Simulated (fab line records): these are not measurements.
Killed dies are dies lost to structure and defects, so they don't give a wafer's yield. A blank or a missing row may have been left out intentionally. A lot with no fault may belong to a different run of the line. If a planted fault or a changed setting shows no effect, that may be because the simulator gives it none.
Comparing a struck lot with a sound one / flow sky130 / 15 steps out of a route of 708
Sound: the wafers L762.2, L762.4, L762.5. Struck: wafer L767.3 (left out: L767.2, L767.6 of the same lot, which were not struck); the cause appears at the end.
Per side, at each step with rows, come the tool, then ch with its chambers, and then its first start. Under that, the readings that differ: sound wafers / struck wafers / difference of the means / sigmas: that difference in standard deviations of wafers without a fault.
alike: same words and numbers on both sides, and readings whose means sit less than 2 such deviations apart. not compared: any withheld reading, any reading some wafer has no value for, any bound like >300 that may hide the same value, and any number with overlapping values for which the record gives no deviation.
Wherever a step has rows on one side only, a row that says differs or no value, or a row with sigmas, the two part there. Numbers that don't overlap but have no deviation are shown without sigmas and don't part them. Lack of a reading on every wafer of one side parts them only where that side has two or more wafers.

SKY_VIA2_OVL_MEAS_13:
  sound on overlay-02 at day 38 18:47; struck on overlay-01 at day 40 08:56
  alike: VIA2_OVL
SKY_VIA2_ETCH_14: etches BARC in N2/H2, stops on SiO2, time 45.9 s, target depth 60 nm.
  sound on rie_diel-04 ch 0,2, day 38 18:49; struck on rie_diel-04 ch 0, day 40 08:58
reading=throttle_valve_pct (%); sound=13.222 13.244 13.236; struck=13.209; difference=-0.025; sigmas=-3
  alike: drypump_motor_current_A, n2_flow_sccm, oes_product_au
  not compared: rf_hours_counter_h
SKY_VIA2_ETCH_15: etches SiO2 in C4F8/O2/Ar, stops on TiN, target depth 546 nm, time 84 s.
  sound on rie_diel-04 ch 0,2, day 38 18:52; struck on rie_diel-04 ch 0, day 40 09:01
  alike: oes_product_au
  not compared: rf_hours_counter_h
SKY_VIA2_STRIP_16: strips in O2/N2.
  sound on plasma_asher-03 ch 0,1, day 38 18:55; struck on plasma_asher-03 ch 0, day 40 09:04
  alike: drypump_motor_current_A, n2_flow_sccm, oes_product_au, strip_time_to_endpoint_s
  not compared: rf_hours_counter_h
then, 5 steps without rows for these wafers: SKY_VIA2_STRIP_17 (strips in post etch residue remover, time 1200 s); SKY_VIA2_CLEAN_18 (cleans in IPA, time 180 s); SKY_VIA2_CLEAN_19 (cleans in O3/DIW); SKY_VIA2_SPUTTER_20 (material TiN, target thk 20 nm, time 80 s); SKY_VIA2_CVD_21 (deposits W, target thk 420 nm, time 126.4 s).
SKY_VIA2_RS_MEAS_22: a four-point-probe measurement.
  sound on film_metro-02 at day 38 19:44; struck on film_metro-03 at day 40 10:02
  alike: VIA2_W_RS
SKY_VIA2_THK_MEAS_23: measures by xrf.
  sound on film_metro-02 at day 38 19:50; struck on film_metro-03 at day 40 10:09
  alike: VIA2_W_THK
SKY_VIA2_CMP_24: polishes, stops on SiO2, t overpolish 20 s, target thk 0 nm.
  sound on cmp-02 ch 1,2,3, day 38 19:57; struck on cmp-01 ch 0, day 40 10:15
reading=time_to_endpoint_s (s); sound=102 108 104; struck=94; difference=-11; sigmas=-2
  alike: motor_current_A, overpolish_run_s, slurry_flow_ml_min
SKY_METAL3_SPUTTER_00: material Ti, target thk 15 nm, time 10 s.
  sound on pvd_sputter-04 at day 38 20:12; struck on pvd_sputter-04 at day 40 10:30
reading=cathode_dc_power_W (W); sound=2999.8 3000.2 3000.7; struck=2513.7; difference=-486.5; sigmas=-99 or more
reading=model.Ti_of_METAL3_SPUTTER_00.thk_nm (nm); sound=14.9 14.75 15.04; struck=12.72; difference=-2.18; sigmas=
  alike: throttle_valve_pct
SKY_METAL3_SPUTTER_01: material TiN, target thk 20 nm, time 16.7 s.
  sound on pvd_sputter-04 at day 38 20:14; struck on pvd_sputter-04 at day 40 10:32
  alike: cathode_dc_power_W, throttle_valve_pct
SKY_PAD_OPEN_PROBE_99:
  the record has rows for the sound wafers here (prober-01, day 47 19:50) and none for the struck ones

== WHERE THEY PART ==
First at SKY_VIA2_ETCH_14; last, within this record, at SKY_PAD_OPEN_PROBE_99.

WHY: the cause the simulator had injected
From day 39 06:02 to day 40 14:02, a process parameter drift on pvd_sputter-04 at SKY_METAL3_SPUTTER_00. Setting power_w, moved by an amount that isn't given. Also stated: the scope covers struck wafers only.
